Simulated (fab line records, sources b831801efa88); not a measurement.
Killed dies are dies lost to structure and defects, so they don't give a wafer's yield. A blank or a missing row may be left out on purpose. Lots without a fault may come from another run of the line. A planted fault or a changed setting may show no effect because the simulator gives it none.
A struck lot beside a sound one | flow sky130 | 15 steps out of a route of 708
Sound: wafers L411.4, L411.5, L411.6. Struck: wafers L431.1, L431.2, L431.5. The cause comes at the end.
At each step with rows: each side's tool, then ch and its chambers, then its first start. Under that, the readings that differ: sound wafers | struck wafers | difference of the means | sigmas: that difference in standard deviations of wafers without a fault.
alike: readings whose means differ by less than 2 such deviations, and words and numbers that are the same on both sides. not compared: withheld readings, readings that some wafer has no value for, bounds like >300 that may hide the same value, and numbers for which the record gives no deviation and whose values overlap.
The two part at a step that has a row with sigmas, a row that says differs or no value, or rows on one side only. Numbers that don't overlap but have no deviation are shown without sigmas and don't part them. A reading that every wafer of one side lacks parts them only if that side has two wafers or more.

first, 4 steps without rows for these wafers: SKY_FIELD_ISO_CLEAN_19 (cleans in SC1/SC2, time 150 s); SKY_FIELD_ISO_CLEAN_20 (cleans in dHF, time 20 s); SKY_FIELD_ISO_WET_ETCH_21 (etches SiO2 in dHF, target depth 20 nm, time 400 s); SKY_FIELD_ISO_OXIDATION_22 (stabilise 600 s, purge 300 s, target thk 10 nm).
SKY_FIELD_ISO_THK_MEAS_23:
  sound on film_metro-04, day 2 06:19; struck on film_metro-01, day 6 15:40
  alike: FIELD_ISO_OXIDATION_01_THK
then, 1 step without rows for these wafers: SKY_FIELD_ISO_CVD_24 (deposits SiO2, target thk 595 nm, time 99.2 s).
SKY_FIELD_ISO_THK_MEAS_25:
  sound on film_metro-01, day 2 06:26; struck on film_metro-04, day 6 15:49
  alike: FIELD_ISO_CVD_24_THK
then, 1 step without rows for these wafers: SKY_FIELD_ISO_ANNEAL_26 (time 1800 s).
SKY_FIELD_ISO_CMP_27: polishes, stops on Si3N4, t overpolish 16 s, target thk 457.8 nm.
  sound on cmp-01 ch 2,3, day 2 09:47; struck on cmp-01 ch 1,2, day 6 18:34
  alike: motor_current_A, overpolish_run_s, slurry_filter_dp_kPa, time_to_endpoint_s
then, 3 steps without rows for these wafers: SKY_FIELD_ISO_WET_ETCH_28 (etches SiO2 in dHF, target depth 23.7 nm, time 47 s); SKY_FIELD_ISO_WET_ETCH_29 (etches Si3N4 in H3PO4, target depth 160 nm, time 1825 s); SKY_FIELD_ISO_WET_ETCH_30 (etches SiO2 in dHF, target depth 25 nm, time 50 s).
SKY_NWELL_CLEAN_00: cleans in SC1/SC2, time 150 s.
  sound on wet_bench-02 ch 2, day 2 10:38; struck on wet_bench-03 ch 2, day 6 19:27
  no value came back on the struck wafers for bath_guard_temp_C (C), bath_heat_duty_pct (%), temp_c (C); on the sound wafers bath_guard_temp_C (C) reads 69.2 69.0 69.2
then, 1 step without rows for these wafers: SKY_NWELL_OXIDATION_01 (stabilise 600 s, purge 300 s, target thk 10 nm).
-- the record jumps here: 43 days lie between the struck wafers' starts before and after (it left off in module NWELL and takes up again in module PAD_OPEN, whose first step shown is number 708 of the route) --
SKY_PAD_OPEN_PROBE_99:
  sound on prober-02, day 45 16:44; struck on prober-02, day 50 05:23
  alike: killed_at_M0_to_M3, killed_at_M4_up, killed_at_contacts, killed_at_front_end, killed_at_other, killed_dies, killed_open, killed_short

WHERE THEY PART
Only at SKY_NWELL_CLEAN_00, within this record. Later steps at which nothing parts them and some readings are alike: SKY_PAD_OPEN_PROBE_99.

WHY: what the simulator had put in
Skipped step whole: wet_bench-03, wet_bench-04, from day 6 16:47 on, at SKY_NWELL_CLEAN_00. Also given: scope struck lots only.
